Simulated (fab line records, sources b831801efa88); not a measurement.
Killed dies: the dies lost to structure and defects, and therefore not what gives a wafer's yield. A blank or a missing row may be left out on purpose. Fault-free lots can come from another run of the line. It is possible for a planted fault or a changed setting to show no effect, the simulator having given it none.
fab line records	flow gf180mcu
record lots=24	wafers=72	lastDay=34
route steps=602 shown STI@25 MVSD@77 VT_IMPLANT@123 CONTACT@313 M1@317 MIM@504
lots that met no fault: taken from a fault-free run of the same line
startH: start of the lot's first displayed wafer, in hours after the record's first day	waitH: how many hours have passed since the lot's step before this one	" the same as in the row above	L1.1+2: a row that stands for several wafers	- value missing, or start not given	* or withheld: withheld	< > ~ a bound
route shown NAME@n: a module of which the file shows steps, and the number in the route of the first	usual: average and standard deviation across the fault-free wafers	same: alike in all rows	chamber/n: place in a boat	sites: the reading at each site	_std_site: the values' standard deviation	_edge_site: mean of outer sites minus mean of inner sites	radiusMm: how far each site lies from the wafer's centre	mask NAME#n: copy n	behind: the most recent tool/chamber to have shaped the wafer	hold: why the lot went on hold/how many hours it stayed there/how the hold came to an end	device: the n, p or np transistor that did not switch	end of line: the route-end tests of the same wafers	for a step that has no rows: nothing shown but its recipe	killed: the dies lost at the first sort to structure and to defects; this is not the yield of the wafer	map: the dies of a wafer, with x for killed, . for not killed, _ for no die there
set.NAME: the setting that was run; set.NAME@STEP: the one run at that earlier step	model.NAME: the simulator's own value behind a step, which no gauge read
route steps across a sampled set of lots; one table per step, one row per wafer
services: from which hour (startH, from the record's first day; less than 0 if before it) a tool's chamber was out of use, for how many hours, and why
## steps
# step GF_STI_THK_MEAS_24
# recipe reads=SiO2_of_STI_CVD_23
# usual STI_CVD_23_THK=649/6.8
lot.wafer	tool	chamber	startH	waitH	STI_CVD_23_THK[nm]
L074.3	filmMetro-03	-	28.19	0.1	643
L074.5	"	-	"	"	641
L074.6	"	-	"	"	640
L075.2	filmMetro-02	-	32.79	0.0	649
L075.3	"	-	"	"	652
L075.5	"	-	"	"	641
L076.4	filmMetro-03	-	38.45	0.0	643
L076.5	"	-	"	"	637
L076.6	"	-	"	"	638
L077.3	filmMetro-02	-	42.86	0.1	642
L077.5	"	-	"	"	639
L077.6	"	-	"	"	648
L078.1	filmMetro-01	-	47.89	0.0	656
L078.5	"	-	"	"	643
L078.6	"	-	"	"	653
L079.2	filmMetro-01	-	53.79	0.0	649
L079.3	"	-	"	"	646
L079.4	"	-	"	"	639
L080.1	filmMetro-01	-	57.40	0.0	639
L080.2	"	-	"	"	642
L080.3	"	-	"	"	645
L081.2	filmMetro-02	-	63.00	0.1	651
L081.4	"	-	"	"	655
L081.6	"	-	"	"	654
L082.3	filmMetro-01	-	68.91	0.1	633
L082.4	"	-	"	"	646
L082.5	"	-	"	"	644
L083.1	filmMetro-01	-	74.21	0.0	648
L083.4	"	-	"	"	648
L083.6	"	-	"	"	650
L084.1	filmMetro-03	-	80.73	0.0	659
L084.2	"	-	"	"	653
L084.4	"	-	"	"	656
L085.2	filmMetro-01	-	85.45	0.0	648
L085.3	"	-	"	"	650
L085.5	"	-	"	"	659
L086.1	filmMetro-01	-	89.22	0.0	642
L086.2	"	-	"	"	662
L086.6	"	-	"	"	658
L087.1	filmMetro-03	-	93.88	0.0	645
L087.3	"	-	"	"	655
L087.4	"	-	"	"	651
L088.2	filmMetro-02	-	100.07	0.0	655
L088.3	"	-	"	"	661
L088.5	"	-	"	"	660
L089.3	filmMetro-01	-	105.93	0.1	651
L089.4	"	-	"	"	653
L089.6	"	-	"	"	645
L090.3	filmMetro-03	-	109.54	0.1	653
L090.4	"	-	"	"	642
L090.5	"	-	"	"	652
L091.2	filmMetro-03	-	115.04	0.0	651
L091.3	"	-	"	"	650
L091.6	"	-	"	"	648
L092.2	filmMetro-03	-	120.94	0.0	649
L092.3	"	-	"	"	654
L092.5	"	-	"	"	654
L093.1	filmMetro-02	-	125.67	0.0	669
L093.5	"	-	"	"	647
L093.6	"	-	"	"	657
L094.1	filmMetro-01	-	130.46	0.0	643
L094.3	"	-	"	"	642
L094.5	"	-	"	"	641
L095.1	filmMetro-03	-	136.61	0.0	659
L095.4	"	-	"	"	646
L095.5	"	-	"	"	652
L096.1	filmMetro-02	-	142.30	0.1	649
L096.3	"	-	"	"	653
L096.5	"	-	"	"	646
L097.3	filmMetro-03	-	146.09	0.1	649
L097.5	"	-	"	"	657
L097.6	"	-	"	"	651
# step GF_MVSD_TW_MEAS_11
# usual MVSD_TW=1570/15
lot.wafer	tool	chamber	startH	waitH	MVSD_TW
L074.3	filmMetro-03	-	83.21	0.1	1553
L074.5	"	-	"	"	1566
L074.6	"	-	"	"	1563
L075.2	filmMetro-02	-	88.44	0.1	1589
L075.3	"	-	"	"	1590
L075.5	"	-	"	"	1588
L076.4	filmMetro-03	-	95.59	0.1	1551
L076.5	"	-	"	"	1566
L076.6	"	-	"	"	1559
L077.3	filmMetro-02	-	100.66	0.1	1577
L077.5	"	-	"	"	1576
L077.6	"	-	"	"	1568
L078.1	filmMetro-03	-	105.28	0.1	1546
L078.5	"	-	"	"	1547
L078.6	"	-	"	"	1556
L079.2	filmMetro-02	-	111.87	0.1	1576
L079.3	"	-	"	"	1569
L079.4	"	-	"	"	1582
L080.1	filmMetro-03	-	117.98	0.1	1549
L080.2	"	-	"	"	1550
L080.3	"	-	"	"	1557
L081.2	filmMetro-03	-	123.15	0.1	1565
L081.4	"	-	"	"	1559
L081.6	"	-	"	"	1553
L082.3	filmMetro-04	-	130.11	0.1	1571
L082.4	"	-	"	"	1561
L082.5	"	-	"	"	1567
L083.1	filmMetro-02	-	136.54	0.1	1584
L083.4	"	-	"	"	1576
L083.6	"	-	"	"	1589
L084.1	filmMetro-02	-	142.51	0.1	1593
L084.2	"	-	"	"	1594
L084.4	"	-	"	"	1593
L085.2	filmMetro-04	-	147.97	0.1	1560
L085.3	"	-	"	"	1563
L085.5	"	-	"	"	1564
L086.1	filmMetro-03	-	152.68	0.1	1566
L086.2	"	-	"	"	1574
L086.6	"	-	"	"	1580
L087.1	filmMetro-03	-	158.91	0.1	1561
L087.3	"	-	"	"	1563
L087.4	"	-	"	"	1573
L088.2	filmMetro-02	-	165.52	0.1	1587
L088.3	"	-	"	"	1585
L088.5	"	-	"	"	1591
L089.3	filmMetro-02	-	171.46	0.1	1587
L089.4	"	-	"	"	1589
L089.6	"	-	"	"	1601
L090.3	filmMetro-03	-	176.75	0.1	1564
L090.4	"	-	"	"	1562
L090.5	"	-	"	"	1560
L091.2	filmMetro-03	-	181.25	0.1	1548
L091.3	"	-	"	"	1560
L091.6	"	-	"	"	1566
L092.2	filmMetro-02	-	189.15	0.1	1588
L092.3	"	-	"	"	1581
L092.5	"	-	"	"	1591
L093.1	filmMetro-04	-	194.91	0.1	1553
L093.5	"	-	"	"	1556
L093.6	"	-	"	"	1556
L094.1	filmMetro-03	-	200.44	0.1	1559
L094.3	"	-	"	"	1546
L094.5	"	-	"	"	1561
L095.1	filmMetro-03	-	206.38	0.1	1560
L095.4	"	-	"	"	1550
L095.5	"	-	"	"	1546
L096.1	filmMetro-04	-	213.14	0.1	1551
L096.3	"	-	"	"	1560
L096.5	"	-	"	"	1561
L097.3	filmMetro-02	-	216.43	0.1	1587
L097.5	"	-	"	"	1601
L097.6	"	-	"	"	1601
# step GF_VT_IMPLANT_DEHYDRATE_33
# recipe tempC=200	timeS=61.58
# usual plateSensorTCentreC=201.07/0.0096	plateSensorTEdgeC=201.56/0.0097
lot.wafer	tool	chamber	startH	waitH	plateSensorTCentreC	plateSensorTEdgeC
L074.3	lithoTrack-03	0	149.62	7.1	201.08	201.55
L074.5	"	0	"	"	201.08	201.55
L074.6	"	0	"	"	201.06	201.55
L075.2	lithoTrack-04	0	156.73	7.8	201.06	201.53
L075.3	"	0	"	"	201.05	201.57
L075.5	"	0	"	"	201.07	201.55
L076.4	lithoTrack-03	0	165.25	7.3	201.08	201.57
L076.5	"	0	"	"	201.06	201.53
L076.6	"	0	"	"	201.05	201.56
L077.3	lithoTrack-02	0	169.24	7.7	201.07	201.55
L077.5	"	0	"	"	201.09	201.56
L077.6	"	0	"	"	201.07	201.56
L078.1	lithoTrack-03	0	176.52	7.3	201.07	201.55
L078.5	"	0	"	"	201.06	201.55
L078.6	"	0	"	"	201.07	201.56
L079.2	lithoTrack-03	0	183.60	8.0	201.07	201.55
L079.3	"	0	"	"	201.07	201.59
L079.4	"	0	"	"	201.07	201.56
L080.1	lithoTrack-04	0	190.16	8.0	201.05	201.55
L080.2	"	0	"	"	201.06	201.55
L080.3	"	0	"	"	201.07	201.56
L081.2	lithoTrack-04	0	195.93	7.7	201.08	201.53
L081.4	"	0	"	"	201.07	201.55
L081.6	"	0	"	"	201.07	201.55
L082.3	lithoTrack-04	0	203.86	8.3	201.07	201.56
L082.4	"	0	"	"	201.06	201.55
L082.5	"	0	"	"	201.09	201.55
L083.1	lithoTrack-02	0	211.24	8.1	201.08	201.57
L083.4	"	0	"	"	201.06	201.55
L083.6	"	0	"	"	201.06	201.54
L084.1	lithoTrack-04	0	219.06	8.5	201.06	201.56
L084.2	"	0	"	"	201.1	201.56
L084.4	"	0	"	"	201.07	201.56
L085.2	lithoTrack-04	0	223.83	8.3	201.07	201.56
L085.3	"	0	"	"	201.07	201.54
L085.5	"	0	"	"	201.08	201.54
L086.1	lithoTrack-02	0	229.34	8.0	201.08	201.55
L086.2	"	0	"	"	201.07	201.56
L086.6	"	0	"	"	201.08	201.55
L087.1	lithoTrack-02	0	235.29	8.5	201.06	201.56
L087.3	"	0	"	"	201.08	201.54
L087.4	"	0	"	"	201.06	201.55
L088.2	lithoTrack-03	0	243.30	8.4	201.07	201.56
L088.3	"	0	"	"	201.08	201.56
L088.5	"	0	"	"	201.06	201.55
L089.3	lithoTrack-02	0	249.59	8.2	201.08	201.56
L089.4	"	0	"	"	201.07	201.55
L089.6	"	0	"	"	201.06	201.57
L090.3	lithoTrack-02	0	255.29	8.4	201.08	201.54
L090.4	"	0	"	"	201.09	201.56
L090.5	"	0	"	"	201.06	201.56
L091.2	lithoTrack-02	0	262.31	9.0	201.08	201.55
L091.3	"	0	"	"	201.06	201.56
L091.6	"	0	"	"	201.06	201.55
L092.2	lithoTrack-03	0	270.35	8.6	201.06	201.56
L092.3	"	0	"	"	201.08	201.54
L092.5	"	0	"	"	201.07	201.56
L093.1	lithoTrack-04	0	277.20	9.1	201.1	201.54
L093.5	"	0	"	"	201.08	201.55
L093.6	"	0	"	"	201.06	201.56
L094.1	lithoTrack-03	0	283.82	9.3	201.08	201.58
L094.3	"	0	"	"	201.08	201.56
L094.5	"	0	"	"	201.06	201.55
L095.1	lithoTrack-03	0	289.67	9.4	201.08	201.55
L095.4	"	0	"	"	201.07	201.55
L095.5	"	0	"	"	201.06	201.56
L096.1	lithoTrack-04	0	297.25	9.6	201.07	201.56
L096.3	"	0	"	"	201.06	201.56
L096.5	"	0	"	"	201.06	201.57
L097.3	lithoTrack-04	0	301.20	9.8	201.06	201.54
L097.5	"	0	"	"	201.07	201.55
L097.6	"	0	"	"	201.06	201.55
# step GF_CONTACT_THK_MEAS_26
# recipe thkMeasGauge=xrf	reads=W_of_CONTACT_CVD_24
# usual CONTACT_W_THK=304/3.7
lot.wafer	tool	chamber	startH	waitH	CONTACT_W_THK[nm]
L074.3	filmMetro-03	-	368.23	0.1	303
L074.5	"	-	"	"	305
L074.6	"	-	"	"	303
L075.2	filmMetro-02	-	371.47	0.1	298
L075.3	"	-	"	"	302
L075.5	"	-	"	"	302
L076.4	filmMetro-03	-	386.22	0.1	309
L076.5	"	-	"	"	310
L076.6	"	-	"	"	309
L077.3	filmMetro-02	-	391.18	0.1	303
L077.5	"	-	"	"	304
L077.6	"	-	"	"	302
L078.1	filmMetro-04	-	400.81	0.1	301
L078.5	"	-	"	"	301
L078.6	"	-	"	"	306
L079.2	filmMetro-04	-	411.61	0.1	308
L079.3	"	-	"	"	304
L079.4	"	-	"	"	305
L080.1	filmMetro-03	-	419.85	0.1	308
L080.2	"	-	"	"	312
L080.3	"	-	"	"	310
L081.2	filmMetro-03	-	430.06	0.1	304
L081.4	"	-	"	"	305
L081.6	"	-	"	"	304
L082.3	filmMetro-04	-	439.62	0.1	302
L082.4	"	-	"	"	304
L082.5	"	-	"	"	302
L083.1	filmMetro-03	-	445.16	0.1	310
L083.4	"	-	"	"	307
L083.6	"	-	"	"	306
L084.1	filmMetro-03	-	459.41	0.1	303
L084.2	"	-	"	"	302
L084.4	"	-	"	"	305
L085.2	filmMetro-02	-	463.93	0.1	301
L085.3	"	-	"	"	301
L085.5	"	-	"	"	303
L086.1	filmMetro-02	-	474.30	0.1	295
L086.2	"	-	"	"	299
L086.6	"	-	"	"	300
L087.1	filmMetro-03	-	481.18	0.1	308
L087.3	"	-	"	"	309
L087.4	"	-	"	"	308
L088.2	filmMetro-02	-	489.20	0.1	303
L088.3	"	-	"	"	302
L088.5	"	-	"	"	303
L089.3	filmMetro-03	-	499.73	0.1	307
L089.4	"	-	"	"	307
L089.6	"	-	"	"	303
L090.3	filmMetro-03	-	505.58	0.1	306
L090.4	"	-	"	"	305
L090.5	"	-	"	"	305
L091.2	filmMetro-02	-	512.42	0.1	300
L091.3	"	-	"	"	300
L091.6	"	-	"	"	301
L092.2	filmMetro-03	-	523.63	0.1	309
L092.3	"	-	"	"	303
L092.5	"	-	"	"	307
L093.1	filmMetro-02	-	529.17	0.1	300
L093.5	"	-	"	"	301
L093.6	"	-	"	"	298
L094.1	filmMetro-03	-	538.41	0.1	308
L094.3	"	-	"	"	304
L094.5	"	-	"	"	304
L095.1	filmMetro-03	-	544.75	0.1	306
L095.4	"	-	"	"	304
L095.5	"	-	"	"	304
L096.1	filmMetro-02	-	554.90	0.1	305
L096.3	"	-	"	"	300
L096.5	"	-	"	"	304
L097.3	filmMetro-03	-	560.32	0.1	304
L097.5	"	-	"	"	308
L097.6	"	-	"	"	303
# step GF_M1_SPUTTER_02
# recipe material=AlCu	targetThkNm=450	powerW=10600	timeS=23.9	chamberPressurePa=0.4
# usual chamberPressurePa=0.4000/0.00082	throttleValvePct=29.9/0.92
lot.wafer	tool	chamber	startH	waitH	chamberPressurePa	throttleValvePct
L074.3	pvdSputter-04	-	368.70	0.0	0.3992	29.3
L074.5	"	-	"	"	0.3990	31.3
L074.6	"	-	"	"	0.4008	28.4
L075.2	pvdSputter-01	-	371.95	0.0	0.3998	29.5
L075.3	"	-	"	"	0.4006	27.8
L075.5	"	-	"	"	0.4003	29.6
L076.4	pvdSputter-02	-	386.68	0.0	0.4009	30.5
L076.5	"	-	"	"	0.3981	30.2
L076.6	"	-	"	"	0.4001	30.6
L077.3	pvdSputter-02	-	391.65	0.0	0.3992	31.1
L077.5	"	-	"	"	0.4000	29.7
L077.6	"	-	"	"	0.3992	30.5
L078.1	pvdSputter-04	-	401.30	0.0	0.3998	31.2
L078.5	"	-	"	"	0.4003	29.0
L078.6	"	-	"	"	0.3997	29.5
L079.2	pvdSputter-04	-	412.10	0.0	0.3997	29.3
L079.3	"	-	"	"	0.3974	28.6
L079.4	"	-	"	"	0.4007	29.2
L080.1	pvdSputter-04	-	420.34	0.0	0.4012	29.6
L080.2	"	-	"	"	0.4003	28.4
L080.3	"	-	"	"	0.3998	31.2
L081.2	pvdSputter-02	-	430.54	0.0	0.4000	30.9
L081.4	"	-	"	"	0.4006	30.2
L081.6	"	-	"	"	0.4004	29.6
L082.3	pvdSputter-02	-	440.34	0.0	0.4004	30.1
L082.4	"	-	"	"	0.4000	31.4
L082.5	"	-	"	"	0.3996	30.2
L083.1	pvdSputter-01	-	445.65	0.0	0.3999	29.8
L083.4	"	-	"	"	0.3989	27.8
L083.6	"	-	"	"	0.4014	29.7
L084.1	pvdSputter-02	-	459.90	0.0	0.3997	31.2
L084.2	"	-	"	"	0.4010	29.7
L084.4	"	-	"	"	0.4007	30.8
L085.2	pvdSputter-01	-	464.74	0.0	0.4006	30.2
L085.3	"	-	"	"	0.3994	27.7
L085.5	"	-	"	"	0.4007	29.6
L086.1	pvdSputter-01	-	474.79	0.0	0.3997	29.8
L086.2	"	-	"	"	0.4008	28.0
L086.6	"	-	"	"	0.3997	27.8
L087.1	pvdSputter-02	-	481.67	0.0	0.3992	30.2
L087.3	"	-	"	"	0.4008	29.7
L087.4	"	-	"	"	0.3989	31.4
L088.2	pvdSputter-02	-	489.68	0.0	0.4009	30.4
L088.3	"	-	"	"	0.3997	30.0
L088.5	"	-	"	"	0.4006	30.1
L089.3	pvdSputter-02	-	500.20	0.0	0.3995	29.7
L089.4	"	-	"	"	0.4000	30.4
L089.6	"	-	"	"	0.4011	30.6
L090.3	pvdSputter-04	-	506.06	0.0	0.3989	29.0
L090.4	"	-	"	"	0.3993	31.1
L090.5	"	-	"	"	0.3998	31.4
L091.2	pvdSputter-01	-	512.90	0.0	0.3993	29.6
L091.3	"	-	"	"	0.4012	27.8
L091.6	"	-	"	"	0.3991	29.7
L092.2	pvdSputter-01	-	524.11	0.0	0.4020	27.8
L092.3	"	-	"	"	0.4001	30.1
L092.5	"	-	"	"	0.3995	29.7
L093.1	pvdSputter-02	-	529.66	0.0	0.4005	29.7
L093.5	"	-	"	"	0.4002	31.3
L093.6	"	-	"	"	0.3999	30.2
L094.1	pvdSputter-04	-	538.90	0.0	0.4000	31.5
L094.3	"	-	"	"	0.3999	29.4
L094.5	"	-	"	"	0.4009	29.4
L095.1	pvdSputter-02	-	545.30	0.0	0.3997	30.5
L095.4	"	-	"	"	0.3989	31.2
L095.5	"	-	"	"	0.4003	30.2
L096.1	pvdSputter-02	-	555.39	0.0	0.3994	30.2
L096.3	"	-	"	"	0.4016	30.6
L096.5	"	-	"	"	0.4006	30.1
L097.3	pvdSputter-04	-	560.80	0.0	0.4005	29.2
L097.5	"	-	"	"	0.4002	29.7
L097.6	"	-	"	"	0.4007	29.1
# step GF_MIM_SPUTTER_01
# recipe material=TiN	targetThkNm=30	powerW=6500	timeS=25	chamberPressurePa=0.4
# usual chamberPressurePa=0.4001/0.00081	throttleValvePct=29.6/1
lot.wafer	tool	chamber	startH	waitH	chamberPressurePa	throttleValvePct
L074.3	pvdSputter-04	-	567.76	0.1	0.4007	29.6
L074.5	"	-	"	"	0.4013	29.1
L074.6	"	-	"	"	0.4004	28.2
L075.2	pvdSputter-04	-	571.52	0.1	0.4003	29.1
L075.3	"	-	"	"	0.4013	29.3
L075.5	"	-	"	"	0.3993	28.1
L076.4	pvdSputter-01	-	587.24	0.1	0.4000	29.5
L076.5	"	-	"	"	0.3999	30.3
L076.6	"	-	"	"	0.4014	27.7
L077.3	pvdSputter-02	-	590.36	0.1	0.4002	29.9
L077.5	"	-	"	"	0.4002	31.2
L077.6	"	-	"	"	0.3990	29.8
L078.1	pvdSputter-01	-	598.66	0.1	0.4014	29.7
L078.5	"	-	"	"	0.4008	29.5
L078.6	"	-	"	"	0.3996	27.8
L079.2	pvdSputter-01	-	610.37	0.1	0.4000	29.7
L079.3	"	-	"	"	0.3986	27.7
L079.4	"	-	"	"	0.4001	30.7
L080.1	pvdSputter-01	-	616.90	0.1	0.3987	28.0
L080.2	"	-	"	"	0.3997	29.6
L080.3	"	-	"	"	0.3996	29.8
L081.2	pvdSputter-02	-	626.29	0.1	0.3998	30.4
L081.4	"	-	"	"	0.4006	31.4
L081.6	"	-	"	"	0.4000	30.1
L082.3	pvdSputter-02	-	633.19	0.1	0.4003	29.6
L082.4	"	-	"	"	0.4001	31.2
L082.5	"	-	"	"	0.4013	29.7
L083.1	pvdSputter-01	-	638.43	0.1	0.4012	29.8
L083.4	"	-	"	"	0.4003	30.4
L083.6	"	-	"	"	0.3994	27.9
L084.1	pvdSputter-01	-	648.65	0.1	0.4000	28.0
L084.2	"	-	"	"	0.3991	29.8
L084.4	"	-	"	"	0.4016	29.6
L085.2	pvdSputter-04	-	653.76	0.1	0.4012	29.6
L085.3	"	-	"	"	0.4011	29.1
L085.5	"	-	"	"	0.4008	29.2
L086.1	pvdSputter-02	-	662.93	0.1	0.4006	31.2
L086.2	"	-	"	"	0.3987	29.7
L086.6	"	-	"	"	0.3980	30.0
L087.1	pvdSputter-04	-	668.95	0.1	0.3987	29.6
L087.3	"	-	"	"	0.4002	29.4
L087.4	"	-	"	"	0.4005	31.4
L088.2	pvdSputter-01	-	675.63	0.1	0.4005	30.2
L088.3	"	-	"	"	0.3996	29.9
L088.5	"	-	"	"	0.3997	29.8
L089.3	pvdSputter-04	-	685.11	0.1	0.4000	31.0
L089.4	"	-	"	"	0.3982	28.1
L089.6	"	-	"	"	0.3997	28.1
L090.3	pvdSputter-04	-	688.21	0.1	0.4014	29.2
L090.4	"	-	"	"	0.3998	29.7
L090.5	"	-	"	"	0.4001	28.2
L091.2	pvdSputter-01	-	695.49	0.1	0.3991	29.9
L091.3	"	-	"	"	0.4000	29.6
L091.6	"	-	"	"	0.3986	29.9
L092.2	pvdSputter-02	-	703.30	0.1	0.4012	29.9
L092.3	"	-	"	"	0.3993	30.8
L092.5	"	-	"	"	0.4000	31.1
L093.1	pvdSputter-02	-	708.63	0.1	0.3998	30.5
L093.5	"	-	"	"	0.4008	29.9
L093.6	"	-	"	"	0.3996	30.4
L094.1	pvdSputter-04	-	715.73	0.1	0.4006	29.4
L094.3	"	-	"	"	0.4005	31.2
L094.5	"	-	"	"	0.3994	31.2
L095.1	pvdSputter-04	-	720.53	0.1	0.4007	30.9
L095.4	"	-	"	"	0.4001	29.2
L095.5	"	-	"	"	0.3995	29.1
L096.1	pvdSputter-04	-	729.54	0.1	0.4006	28.1
L096.3	"	-	"	"	0.4015	29.4
L096.5	"	-	"	"	0.4004	28.4
L097.3	pvdSputter-01	-	732.63	0.1	0.4004	27.9
L097.5	"	-	"	"	0.3994	29.5
L097.6	"	-	"	"	0.3996	30.2
## services
tool	chamber	startH	hours	kind
pvdSputter-02	2	261.38	-	consumableReplace:kit
pvdSputter-02	2	261.38	18.0	scheduledDown
pvdSputter-02	2	261.38	18.0	ventCycle
pvdSputter-04	-	265.87	1.8	repair
pvdSputter-02	-	341.26	3.0	repair
pvdSputter-02	-	365.32	8.3	repair
pvdSputter-04	-	374.73	0.8	repair
pvdSputter-04	-	421.33	7.1	repair
pvdSputter-02	-	461.60	0.9	repair
pvdSputter-02	-	464.77	1.8	repair
pvdSputter-01	-	497.20	2.4	repair
pvdSputter-04	-	500.58	0.6	repair
pvdSputter-02	1	501.37	-	consumableReplace:kit
pvdSputter-02	1	501.37	18.0	scheduledDown
pvdSputter-02	1	501.37	18.0	ventCycle
pvdSputter-04	-	528.48	2.1	repair
pvdSputter-02	-	585.19	2.2	repair
pvdSputter-02	-	588.32	1.2	repair
pvdSputter-01	-	588.34	3.2	repair
pvdSputter-04	-	625.69	2.3	repair
pvdSputter-02	0	630.85	-	consumableReplace:kit
pvdSputter-01	-	684.96	3.2	repair
pvdSputter-01	-	687.12	0.6	repair
pvdSputter-04	-	694.20	6.2	repair
## key
fault none
